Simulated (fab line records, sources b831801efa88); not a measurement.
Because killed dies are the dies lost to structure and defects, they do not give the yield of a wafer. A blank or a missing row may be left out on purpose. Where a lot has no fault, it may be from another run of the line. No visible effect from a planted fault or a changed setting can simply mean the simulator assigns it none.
One fault seen from 2 desks :: flow sky130 :: numbers are kept per desk, each desk with only its own; the story behind them comes last

== DESK OF THE TOOL OWNER: rie-si-01 ==
The tool's own readings at SKY_FIELD_ISO_ETCH_17 (etches Si in HBr/Cl2/O2, target depth 342 nm, time 97.7 s): means of the sampled wafers that have a number, for each lot that ran on this tool. If a lot's mean is further than 4 standard deviations from the usual mean, the lot is out of limits and carries the mark OUT (the distance appears in the brackets).
Columns: A = drypump-motor-current-A at SKY_FIELD_ISO_ETCH_17, usual 5.8 A; B = oes-product-au at SKY_FIELD_ISO_ETCH_17, usual 0.998 a.u.; C = run-length-s at SKY_FIELD_ISO_ETCH_17, usual 125.9 s; D = throttle-valve-pct at SKY_FIELD_ISO_ETCH_17, usual 25.657 %
lot: L194
first seen here: day 2 10:35
A: 5.9
B: 0.989
C: 125.7
D: 25.660

lot: L195
first seen here: day 2 19:13
A: 6.2
B: 1.001
C: 125.9
D: 25.655

lot: L196
first seen here: day 3 02:54
A: 6.1
B: 0.999
C: 125.6
D: 25.667

lot: L197
first seen here: day 3 06:22
A: 5.8
B: 0.995
C: 125.7
D: 25.666

lot: L203
first seen here: day 4 10:07
A: 5.4
B: 1.002
C: 125.7
D: 25.657

lot: L205
first seen here: day 4 21:16
A: 6.0
B: 1.004
C: 125.7
D: 25.664

lot: L210
first seen here: day 5 23:49
A: 6.1
B: 1.013
C: 122.4 (-8.0) OUT
D: 25.649

lot: L212
first seen here: day 6 10:10
A: 5.8
B: 1.000
C: 118.5 (-17) OUT
D: 25.658
This desk finds L210, L212 out of limits, L210 being first, at day 5 23:49 (run-length-s at SKY_FIELD_ISO_ETCH_17). In limits: L194, L195, L196, L197, L203, L205.

== FROM THE METROLOGY DESK ==
Lot by lot, what the gauges showed, no matter which tool ran the lot: averages of those sampled wafers that carry a number. If a lot's mean is further than 4 standard deviations from the usual mean, the lot is out of limits and carries the mark OUT (the distance appears in the brackets).
Columns: A = cd-nm at SKY_VT_ADJUST_NCORE_CD_MEAS_07, usual 380.8 nm; B = LDD_LDN_TW at SKY_LDD_LDN_TW_MEAS_13, usual 1473
lot: L193
first seen here: day 9 01:37
A: 384.0
B: 1462

lot: L194
first seen here: day 9 07:23
A: 380.0
B: 1482

lot: L195
first seen here: day 9 18:02
A: 379.8
B: 1481

lot: L196
first seen here: day 10 05:17
A: 381.8
B: 1480

lot: L197
first seen here: day 10 06:08
A: 375.6
B: 1481

lot: L198
first seen here: day 10 10:01
A: 383.8
B: 1474

lot: L201
first seen here: day 11 06:50
A: 382.5
B: 1483

lot: L203
first seen here: day 11 20:31
A: 377.8
B: 1479

lot: L204
first seen here: day 12 03:41
A: 379.5
B: 1459

lot: L205
first seen here: day 12 14:22
A: 383.0
B: 1475

lot: L210
first seen here: day 14 01:25
A: 378.8
B: 1480

lot: L212
first seen here: day 14 17:23
A: 383.9
B: 1454

lot: L215
first seen here: day 15 06:20
A: 381.8
B: 1460
This desk found nothing out of limits on any of the 13 lots.

== BROUGHT TOGETHER ==
On L210, L212, at day 5 23:49, an alarm was possible from the tool owner's desk.
Metrology desk: nothing out of limits seen.
The metrology desk has L210, L212 on record, within its limits.
Of the lots named, all ran SKY_FIELD_ISO_ETCH_17 on rie-si-01.

== WHAT THE SIMULATOR PUT IN ==
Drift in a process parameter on rie-si-01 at SKY_FIELD_ISO_ETCH_17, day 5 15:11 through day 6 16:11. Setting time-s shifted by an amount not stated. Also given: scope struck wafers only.
Lots struck among those shown: L210, L212.
How many hours passed from the start of the fault until each desk's first out-of-limits reading: the tool owner's desk, 9.
